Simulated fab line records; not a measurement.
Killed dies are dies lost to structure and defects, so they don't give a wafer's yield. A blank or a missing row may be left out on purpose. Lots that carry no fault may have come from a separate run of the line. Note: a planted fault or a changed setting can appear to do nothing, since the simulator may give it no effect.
2 desks looking at one fault	flow sky130	every desk sees just its own numbers, and what lay behind them comes last

## THE METROLOGY DESK
Lot by lot, what the gauges showed, no matter which tool ran the lot: averages of those sampled wafers that carry a number. If a lot's mean is further than 4 standard deviations from the usual mean, the lot is out of limits and carries the mark OUT (the distance appears in the brackets).
Columns: A = RES_XHIGH_TW at SKY_RES_XHIGH_TW_MEAS_09, usual 1649; B = LI_CONTACT_BOW at SKY_LI_CONTACT_BOW_MEAS_03, usual 55 um; C = CONTACT_BOW at SKY_CONTACT_BOW_MEAS_05, usual 80 um
lot	first seen here	A	B	C
L434	day 26 06:57	1653	56	81
L435	day 26 08:44	1637	56	83
L436	day 26 14:25	1661	50	74
L442	day 28 21:20	1642	51	73
L445	day 29 21:56	1660	49	77
L447	day 30 08:12	1657	60	89
L448	day 30 16:24	1658	56	83
L450	day 31 13:38	1663	59	84
L451	day 31 18:32	1634	56	80
L454	day 32 23:20	1645	54	78
L453	day 33 01:11	1641	62	89
L455	day 33 10:27	1644	53	77
L456	day 33 12:38	1657	57	83
L457	day 33 15:01	1656	47	70
Finding of this desk: none of the 14 lots has anything out of limits.

## FOR THE TOOL OWNER'S DESK: rie metal-04
The tool's own readings at SKY_LOCAL_INTERCONNECT_METAL_ETCH_14 (etches TiN in Cl2/BCl3, stops on PSG, target depth 110 nm, time 31.4 s): means of the sampled wafers that have a number, for each lot that ran on this tool. If a lot's mean is further than 4 standard deviations from the usual mean, the lot is out of limits and carries the mark OUT (the distance appears in the brackets).
Columns: A = drypump motor current A at SKY_LOCAL_INTERCONNECT_METAL_ETCH_14, usual 5.6 A; B = oes product au at SKY_LOCAL_INTERCONNECT_METAL_ETCH_14, usual 0.941 a.u.; C = run length s at SKY_LOCAL_INTERCONNECT_METAL_ETCH_14, usual 59.53 s; D = throttle valve pct at SKY_LOCAL_INTERCONNECT_METAL_ETCH_14, usual 21.901 %
lot	first seen here	A	B	C	D
L435	day 30 01:21	5.2	0.948	59.69	21.905
L442	day 32 08:55	5.2	0.913	60.66 (+4.0) OUT	21.915
L445	day 33 08:25	5.0	0.936	60.37	21.898
L453	day 36 11:28	5.3	0.954	59.58	21.886
L457	day 37 01:44	5.3	0.947	59.53	21.898
This desk's verdict: out of limits on L442, starting with L442 at day 32 08:55 (run length s at SKY_LOCAL_INTERCONNECT_METAL_ETCH_14). In limits: L435, L445, L453, L457.

## ALL TOGETHER
The tool owner's desk could have raised an alarm at day 32 08:55, on L442.
Nothing out of limits was seen by the metrology desk.
The metrology desk has L442 on record, within its limits.
Every lot named ran SKY_LOCAL_INTERCONNECT_METAL_ETCH_14 on rie metal-04.

## WHAT THE SIMULATOR HAD PUT IN
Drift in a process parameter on rie metal-04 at SKY_LOCAL_INTERCONNECT_METAL_ETCH_14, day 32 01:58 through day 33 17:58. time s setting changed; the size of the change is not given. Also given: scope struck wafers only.
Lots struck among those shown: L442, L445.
Hours from the fault's start to each desk's first reading out of limits: the tool owner's desk, 7.
